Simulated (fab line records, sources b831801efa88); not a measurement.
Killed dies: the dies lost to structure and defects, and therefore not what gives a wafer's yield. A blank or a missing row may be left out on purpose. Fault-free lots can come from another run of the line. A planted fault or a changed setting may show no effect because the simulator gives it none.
A lot that was struck, set against a sound lot -- flow sky130 -- 14 steps out of a route of 708
Sound: the wafers L585.1, L585.4, L585.5. Struck: wafers L601.1, L601.4, L601.5. The cause is given at the end.
Each step with rows lists, per side, the tool, then ch with its chambers, then its first start. Under that, the readings that differ: sound wafers -- struck wafers -- difference of the means -- sigmas: that difference in standard deviations of wafers without a fault.
alike: readings whose means differ by less than 2 such deviations, and words and numbers that are the same on both sides. not compared: withheld readings, readings that some wafer has no value for, bounds like >300 that may hide the same value, and numbers for which the record gives no deviation and whose values overlap.
Wherever a step has rows on one side only, a row that says differs or no value, or a row with sigmas, the two part there. Numbers that don't overlap but have no deviation are shown without sigmas and don't part them. A reading missing from all wafers of one side parts the sides only when that side holds two or more wafers.

first, 1 step without rows for these wafers: SKY_METAL5_CLEAN_19 (cleans in O3/DIW).
SKY_PASSIVATION_CVD_00: deposits SiO2, target thk 90 nm.
  sound on pecvd-04 ch 0, day 43 17:20; struck on pecvd-01 ch 1, day 47 16:06
  alike: heater_power_w
SKY_PASSIVATION_THK_MEAS_01:
  sound: film_metro-04 at day 43 17:22; struck: film_metro-01 at day 47 16:08
reading,sound,struck,difference,sigmas
PASSIVATION_CVD_00_THK (nm),88.5 89.8 90.0,91.1 93.3 93.3,+3.1,+2
SKY_PASSIVATION_CVD_02: deposits Si3N4, target thk 540 nm.
  sound on pecvd-01 ch 0,2, day 43 17:26; struck on pecvd-04 ch 1,2, day 47 16:11
  alike: heater_power_w
SKY_PASSIVATION_THK_MEAS_03:
  sound: film_metro-01 at day 43 17:40; struck: film_metro-01 at day 47 16:25
  alike: PASSIVATION_CVD_02_THK
then, 7 steps without rows for these wafers: SKY_PASSIVATION_DEHYDRATE_04 (time 60 s); SKY_PASSIVATION_HMDS_05 (prime time 60 s); SKY_PASSIVATION_COAT_06 (resist thk 3000 nm); SKY_PASSIVATION_SOFTBAKE_07; SKY_PASSIVATION_EXPOSE_08 (exposes mask NSM, target cd 3000 nm); SKY_PASSIVATION_PEB_09; SKY_PASSIVATION_DEVELOP_10 (develop time 60 s).
SKY_PASSIVATION_ETCH_11: etches the open film in CF4/O2, stops on AlCu, target depth 725 nm, time 161.1 s.
  sound on rie_diel-02 ch 1,2, day 44 16:02; struck on rie_diel-02 ch 0,2,3, day 48 11:20
  no value came back on the struck wafers for any of 6 readings (O2_flow_sccm (sccm), bias_w (W) and others); on the sound wafers O2_flow_sccm (sccm) reads 10.04 10.01 9.93
reading,sound,struck,difference,sigmas
model.coat_of_PASSIVATION_COAT_06.thk_nm (nm),2502 2493 2498,2991 2998 3005,+500,
  not compared: rf_hours_counter_h
SKY_PASSIVATION_STRIP_12: strips in O2/N2.
  sound on plasma_asher-04 ch 1, day 44 16:08; struck on plasma_asher-03 ch 0,1, day 48 11:26
reading,sound,struck,difference,sigmas
strip_time_to_endpoint_s (s),31.35 31.24 31.31,36.87 36.93 37.04,+5.65,+33
  alike: drypump_motor_current_A, oes_product_au
  not compared: rf_hours_counter_h

## WHERE THEY PART
At SKY_PASSIVATION_THK_MEAS_01 first; at SKY_PASSIVATION_STRIP_12 last (within this record only).

WHY: what the simulator had put in
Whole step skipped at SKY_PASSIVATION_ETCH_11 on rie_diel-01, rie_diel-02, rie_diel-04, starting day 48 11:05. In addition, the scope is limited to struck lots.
